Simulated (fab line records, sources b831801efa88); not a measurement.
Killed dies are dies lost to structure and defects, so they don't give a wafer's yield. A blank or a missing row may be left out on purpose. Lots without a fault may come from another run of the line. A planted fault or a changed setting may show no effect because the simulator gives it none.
One fault seen from 2 desks | flow sky130 | each desk has only its own numbers; what lay behind them comes last

THE METROLOGY DESK
What the gauges read, lot by lot, whatever tool the lot ran on: means of the sampled wafers that have a number. A lot is out of limits, marked OUT, if its mean lies more than 4 standard deviations from the usual mean; the brackets give that distance.
Columns: A = cd_nm at SKY_POLY_CUT_CD_MEAS_08, usual 270.3 nm; B = LOCAL_INTERCONNECT_OVL at SKY_LOCAL_INTERCONNECT_OVL_MEAS_12, usual -2 nm; C = CONTACT_W_RS at SKY_CONTACT_RS_MEAS_25, usual 0.337 ohm/sq; D = CONTACT_W_THK at SKY_CONTACT_THK_MEAS_26, usual 335 nm; E = VIA1_OVL at SKY_VIA1_OVL_MEAS_13, usual 1 nm
lot  | first seen here | A     | B   | C                | D              | E
L269 | day 25 09:56    | 273.4 | 4   | 0.335            | 336            | -2
L271 | day 26 00:52    | 270.7 | -2  | 0.337            | 335            | 8
L270 | day 26 11:20    | 270.5 | -4  | 0.331            | 342            | -2
L272 | day 27 04:45    | 271.7 | 4   | 0.340            | 333            | 0
L274 | day 27 22:58    | 267.7 | -10 | 0.335            | 337            | 2
L276 | day 28 19:54    | 271.2 | -3  | 0.345            | 322            | 4
L278 | day 28 23:10    | 270.4 | -5  | 0.342            | 326            | 2
L281 | day 29 09:58    | 270.9 | -4  | 0.390 (+8.4) OUT | 297 (-5.6) OUT | -0
L280 | day 29 14:54    | 269.3 | -2  | 0.387 (+7.9) OUT | 299 (-5.3) OUT | -9
L283 | day 30 08:22    | 271.4 | -1  | 0.338            | 333            | -1
L289 | day 32 12:30    | 269.8 | 4   | 0.336            | 340            | 5
This desk's finding: out of limits on L280, L281; first on L281, day 36 07:05 (CONTACT_W_RS at SKY_CONTACT_RS_MEAS_25). In limits: L269, L271, L270, L272, L274, L276, L278, L283, L289.

THE TOOL OWNER'S DESK: cvd_w-01
The tool's own readings at SKY_CONTACT_CVD_24 (deposits W, target thk 340 nm, time 102.12 s): means of the sampled wafers that have a number, for each lot that ran on this tool. A lot is out of limits, marked OUT, if its mean lies more than 4 standard deviations from the usual mean; the brackets give that distance.
Columns: A = heater_power_w at SKY_CONTACT_CVD_24, usual 883 W
lot  | first seen here | A
L272 | day 34 05:52    | 970
L276 | day 35 17:35    | 920
L278 | day 35 21:53    | 919
L281 | day 36 06:59    | 934
L280 | day 36 11:22    | 978
This desk's finding: nothing out of limits on any of the 5 lots.

PUT TOGETHER
The metrology desk could have raised an alarm at day 36 07:05, on L280, L281.
The tool owner's desk saw nothing out of limits.
The tool owner's desk has L280, L281 on record, within its limits.
Of the lots named, all ran SKY_CONTACT_CVD_24 on cvd_w-01.

WHAT THE SIMULATOR HAD PUT IN
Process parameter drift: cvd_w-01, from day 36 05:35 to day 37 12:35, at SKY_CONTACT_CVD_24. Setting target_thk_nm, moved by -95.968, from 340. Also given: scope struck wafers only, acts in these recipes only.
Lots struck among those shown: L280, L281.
Hours from the fault's start to each desk's first reading out of limits: the metrology desk, 2.
